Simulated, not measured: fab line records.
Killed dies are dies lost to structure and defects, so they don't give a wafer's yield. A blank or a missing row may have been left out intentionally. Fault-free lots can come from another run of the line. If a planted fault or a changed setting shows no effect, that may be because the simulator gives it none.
Matching of chambers -- flow gf180mcu -- 3 sister chambers for GF_HV_LDD_CLEAN_51 on wetBench-01
The step cleans in SC1/SC2, time 150 s. 6 wafers are shown with their chamber, then 7 later ones without.

WAFERS WITH THEIR CHAMBER
wafer,chamber,tempC (C)
L346.5,0,69.93
L346.6,0,70.01
L355.5,1,69.89
L355.6,1,70.06
L356.1,3,69.99
L356.2,3,69.94

WAFERS WITHOUT THEIR CHAMBER
wafer,tempC (C)
L356.5,70.08
L364.1,69.95
L364.3,69.84
L364.4,70.11
L368.1,70.04
L368.3,70.05
L368.5,70.08

EACH ONE'S CHAMBER
wafer,from the rows above,in truth
L356.5,can't be placed: 1 or 0 or 3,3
L364.1,can't be placed: 3 or 0 or 1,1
L364.3,can't be placed: 3 or 0 or 1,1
L364.4,can't be placed: 1 or 0 or 3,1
L368.1,can't be placed: 1 or 0 or 3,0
L368.3,can't be placed: 1 or 0 or 3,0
L368.5,can't be placed: 1 or 0 or 3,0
Correct placement for 0 of the 7. From these rows, 7 cannot be placed; in 7 the true chamber is one of the candidates. Wrongly placed: 0.
How it was worked out, from the rows above alone: a wafer's distance from a chamber is the root of the sum, over the readings, of the square of ((its reading less the chamber's mean) divided by the reading's scatter). The wafer belongs to the nearest chamber; if the next one is less than 2 further off, it can't be placed. The mean given for a chamber averages the wafers shown for that chamber. The scatter: the root of (the sum of the squares of (reading less its chamber's mean) over the shown wafers, divided by (wafers less chambers)).
